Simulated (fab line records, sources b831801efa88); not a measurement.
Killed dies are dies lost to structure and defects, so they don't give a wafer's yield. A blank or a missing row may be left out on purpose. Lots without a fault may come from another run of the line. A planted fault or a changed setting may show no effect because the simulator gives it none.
fab line records | flow gf180mcu
record lots=5 wafers=15 last_day=33
route steps=602 shown NWELL@46 LVPWELL@54 MVSD@66
lots that met no fault: from a run of the same line without faults
start_h: hours from the record's first day to the start of the lot's first wafer shown | wait_h: hours since the lot's step before | " the same as in the row above | L1.1+2: a row that stands for several wafers | - no value, or no start given | * or withheld: withheld | < > ~ a bound
route shown NAME@n: a module of which the file shows steps, and the number in the route of the first | usual: mean/standard deviation of fault-free wafers | same: alike in all rows | chamber/n: place in a boat | sites: the reading at each site | _std_site: their standard deviation | _edge_site: outer sites' mean less inner sites' | radius_mm: how far each site lies from the wafer's centre | mask NAME#n: copy n | behind: the tool/chamber that last shaped the wafer | hold: why the lot was held/for how many hours/how that ended | device: the transistor (n, p or np) that didn't switch | end of line: the same wafers' tests at the end of the route | a step without rows: its recipe alone | killed: dies lost to structure and defects at the first sort, not the wafer's yield | map: a wafer's dies, x killed, . not, _ none there
set.NAME: the setting as run; set.NAME@STEP: as run at that earlier step | model.NAME: the simulator's own value behind a step, which no gauge read
lots at some steps of the route; a table a step, a row a wafer
services: from which hour (start_h, from the record's first day; less than 0 if before it) a tool's chamber was out of use, for how many hours, and why
## steps
# step GF_NWELL_EXPOSE_04
# recipe mask_id=Nwell target_cd_nm=860 na=0.6 source_shape=conventional sigma_outer=0.6 dose_mj=260
# step GF_NWELL_PEB_05
# recipe temp_c=115 time_s=withheld
# step GF_NWELL_DEVELOP_06
# recipe wall_angle_deg=90 develop_time_s=61.99 dev_temp_c=23
# step GF_NWELL_OVL_MEAS_07
# usual NWELL_OVL=-0.6/1.4
# columns lot.wafer tool chamber start_h wait_h NWELL_OVL[nm]
L530.1 overlay-02 - 60.75 - -2.1
L530.2 " - " " 0.8
L530.3 " - " " -0.9
L533.4 overlay-01 - 80.97 - -1.7
L533.5 " - " " -1.2
L533.6 " - " " -2.4
L541.3 overlay-01 - 119.12 - 2.6
L541.4 " - " " 1.1
L541.6 " - " " 0.6
L543.1 overlay-01 - 132.26 - 0.8
L543.3 " - " " 0.3
L543.6 " - " " -0.6
L549.3 overlay-02 - 163.82 - -2.0
L549.4 " - " " -2.0
L549.5 " - " " -1.3
# step GF_NWELL_IMPLANT_08
# recipe species=P energy_kev=450 dose_cm2=1.5e+13 tilt_deg=0
# step GF_NWELL_IMPLANT_09
# recipe species=P energy_kev=160 dose_cm2=4e+12 tilt_deg=0
# step GF_NWELL_STRIP_10
# recipe chemistry=O2/N2 power_w=1400 pressure_mtorr=1500 platen_temp_c=250 o2_flow_sccm=3000 n2_flow_sccm=300 overash_fraction=0.5
# usual chamber_pressure_mTorr=1499.9/1.4 drypump_motor_current_A=5.5/0.52 heater_power_w=337/54 oes_product_au=0.723/0.0047 strip_time_to_endpoint_s=36.99/0.092
# columns lot.wafer tool chamber start_h wait_h chamber_pressure_mTorr drypump_motor_current_A heater_power_w oes_product_au rf_hours_counter_h strip_time_to_endpoint_s
L530.1 plasma_asher-03 1 61.09 0.1 1498.4 5.5 344 0.717 41 37.04
L530.2 " 0 " " 1501.2 6.1 319 0.717 41 36.86
L530.3 " 1 " " 1500.8 5.5 345 0.722 - 36.89
L533.4 plasma_asher-03 1 81.33 0.1 1500.0 5.6 344 0.731 - 36.91
L533.5 " 0 " " 1499.3 6.1 318 0.731 - 36.94
L533.6 " 1 " " 1499.5 5.6 340 0.715 - 36.96
L541.3 plasma_asher-03 0 119.48 0.1 1498.6 6.1 330 0.719 - 36.97
L541.4 " 1 " " 1499.0 5.5 351 0.720 - 36.83
L541.6 " 1 " " 1500.7 5.5 357 0.718 - 36.91
L543.1 plasma_asher-03 0 132.60 0.1 1500.1 6.1 321 0.730 2 37.15
L543.3 " 1 " " 1500.8 5.5 349 0.731 - 37.08
L543.6 " 0 " " 1500.7 6.1 324 0.722 - 37.07
L549.3 plasma_asher-01 0 164.17 0.1 1503.4 5.6 402 0.723 - 36.85
L549.4 " 1 " " 1499.6 4.7 273 0.723 - 36.94
L549.5 " 0 " " 1498.9 5.6 414 0.719 - 36.92
# step GF_NWELL_TW_MEAS_11
# usual NWELL_TW=1568/21
# columns lot.wafer tool chamber start_h wait_h NWELL_TW
L530.1 film_metro-03 - 61.19 0.1 1547
L530.2 " - " " 1543
L530.3 " - " " 1545
L533.4 film_metro-01 - 81.42 0.1 1573
L533.5 " - " " 1579
L533.6 " - " " 1570
L541.3 film_metro-01 - 119.56 0.1 1571
L541.4 " - " " 1581
L541.6 " - " " 1585
L543.1 film_metro-01 - 132.70 0.1 1593
L543.3 " - " " 1587
L543.6 " - " " 1590
L549.3 film_metro-03 - 164.26 0.1 1547
L549.4 " - " " 1549
L549.5 " - " " 1533
# step GF_LVPWELL_DEHYDRATE_00
# recipe temp_c=200 time_s=60
# step GF_LVPWELL_HMDS_01
# recipe prime_time_s=60 prime_temp_c=120
# step GF_LVPWELL_COAT_02
# recipe spin_rpm=2000 resist_thk_nm=3000
# step GF_LVPWELL_SOFTBAKE_03
# recipe temp_c=110 time_s=withheld
# step GF_LVPWELL_EXPOSE_04
# recipe mask_id=LVPWELL target_cd_nm=600 na=0.6 source_shape=conventional sigma_outer=0.6 dose_mj=260
# columns lot.wafer tool chamber start_h wait_h mask
L530.1+2+3 iline_stepper-01 0 67.78 - LVPWELL#0
L533.4+5+6 iline_stepper-02 0 88.26 - Nwell#0
L541.3+4+6 iline_stepper-02 0 127.04 - LVPWELL#0
L543.1+3+6 iline_stepper-01 0 140.13 - LVPWELL#0
L549.3+4+5 iline_stepper-02 0 172.10 - LVPWELL#0
# step GF_LVPWELL_PEB_05
# recipe temp_c=115 time_s=withheld
# step GF_LVPWELL_DEVELOP_06
# recipe wall_angle_deg=90 develop_time_s=60 dev_temp_c=23
# step GF_LVPWELL_OVL_MEAS_07
# usual LVPWELL_OVL=-0.1/1.4
# columns lot.wafer tool chamber start_h wait_h LVPWELL_OVL[nm]
L530.1 overlay-01 - 74.01 - -0.7
L530.2 " - " " 0.8
L530.3 " - " " -0.8
L533.4 overlay-02 - 94.48 - -
L533.5 " - " " -
L533.6 " - " " -
L541.3 overlay-01 - 134.32 - 0.0
L541.4 " - " " -1.3
L541.6 " - " " 0.7
L543.1 overlay-01 - 147.66 - -2.0
L543.3 " - " " -1.4
L543.6 " - " " -0.3
L549.3 overlay-02 - 180.02 - 0.2
L549.4 " - " " 0.2
L549.5 " - " " 1.1
# step GF_LVPWELL_IMPLANT_08
# recipe species=B energy_kev=170 dose_cm2=1.5e+13 tilt_deg=0
# step GF_LVPWELL_IMPLANT_09
# recipe species=B energy_kev=60 dose_cm2=5e+12 tilt_deg=0
# step GF_LVPWELL_STRIP_10
# recipe chemistry=O2/N2 power_w=1400 pressure_mtorr=1500 platen_temp_c=250 o2_flow_sccm=3000 n2_flow_sccm=300 overash_fraction=0.5
# usual chamber_pressure_mTorr=1499.9/1.3 drypump_motor_current_A=5.8/0.48 heater_power_w=329/41 oes_product_au=0.722/0.0041 strip_time_to_endpoint_s=36.99/0.11
# columns lot.wafer tool chamber start_h wait_h chamber_pressure_mTorr drypump_motor_current_A heater_power_w oes_product_au rf_hours_counter_h strip_time_to_endpoint_s
L530.1 plasma_asher-03 0 74.34 0.1 1496.6 6.1 319 0.733 42 36.75
L530.2 " 1 " " 1501.6 5.5 346 0.722 42 36.77
L530.3 " 1 " " 1501.5 5.5 350 0.726 - 36.79
L533.4 plasma_asher-04 0 94.83 0.1 1500.2 5.9 280 0.723 - 36.96
L533.5 " 0 " " 1498.5 5.9 277 0.721 - 36.88
L533.6 " 1 " " 1499.2 6.4 343 0.715 - 36.97
L541.3 plasma_asher-03 0 134.68 0.1 1498.6 6.1 331 0.723 - 37.08
L541.4 " 1 " " 1499.4 5.5 359 0.725 - 36.92
L541.6 " 1 " " 1499.5 5.5 354 0.718 - 36.98
L543.1 plasma_asher-03 1 147.99 0.1 1500.4 5.5 354 0.729 4 37.14
L543.3 " 1 " " 1500.9 5.5 350 0.721 - 37.09
L543.6 " 0 " " 1497.5 6.1 327 0.722 - 37.09
L549.3 plasma_asher-04 1 180.38 0.1 1497.0 6.4 337 0.721 - 36.98
L549.4 " 0 " " 1501.0 5.9 276 0.721 - 36.94
L549.5 " 1 " " 1498.8 6.4 348 0.713 - 36.95
# step GF_LVPWELL_TW_MEAS_11
# usual LVPWELL_TW=555/7.4
# columns lot.wafer tool chamber start_h wait_h LVPWELL_TW
L530.1 film_metro-03 - 74.44 0.1 555
L530.2 " - " " 555
L530.3 " - " " 552
L533.4 film_metro-03 - 94.92 0.1 30
L533.5 " - " " 29
L533.6 " - " " 30
L541.3 film_metro-03 - 134.76 0.1 547
L541.4 " - " " 545
L541.6 " - " " 544
L543.1 film_metro-03 - 148.09 0.1 551
L543.3 " - " " 550
L543.6 " - " " 548
L549.3 film_metro-04 - 180.46 0.1 562
L549.4 " - " " 562
L549.5 " - " " 561
# step GF_MVSD_DEHYDRATE_00
# recipe temp_c=200 time_s=60
## services
# columns tool chamber start_h hours kind
iline_stepper-01 - 63.43 1.7 pm
iline_stepper-02 - 98.82 1.7 pm
plasma_asher-03 - 108.82 9.0 pm
plasma_asher-03 0 108.82 9.0 vent_cycle
plasma_asher-03 1 108.82 9.0 vent_cycle
plasma_asher-04 - 117.45 1.4 repair
plasma_asher-03 0 117.82 - clean
plasma_asher-03 1 117.82 - clean
plasma_asher-01 - 126.71 4.3 pm
plasma_asher-04 - 146.29 1.3 repair
iline_stepper-02 - 157.52 0.8 pm
iline_stepper-02 0 172.77 - calibration
## key
first_sign step=GF_LVPWELL_EXPOSE_04 reading=mask direction=changed
effect step=GF_LVPWELL_OVL_MEAS_07 reading=LVPWELL_OVL direction=missing
effect step=GF_LVPWELL_TW_MEAS_11 reading=LVPWELL_TW direction=down sigmas=71 usual=555 struck=30
met_at GF_LVPWELL_EXPOSE_04
struck_wafers L533.4,L533.5,L533.6
sort_left_out L533.4,L533.5,L533.6
tester_left_out L533
fault kind=wrong_mask tool=any chamber=- onset_h=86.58 steps=GF_LVPWELL_EXPOSE_04 aux_copy=Nwell#0 scope=struck_lots_only
# tester_left_out: of these lots the tester's yield and bins aren't shown, on N5 and GAA mostly nor the transistor test; their killed dies are dies lost to structure and defects alone, not to doping, threshold or leakage, so they don't give the yield
# sort_left_out: the simulated sort isn't trusted on such a fault, so these wafers' sort isn't shown, and their yield isn't known
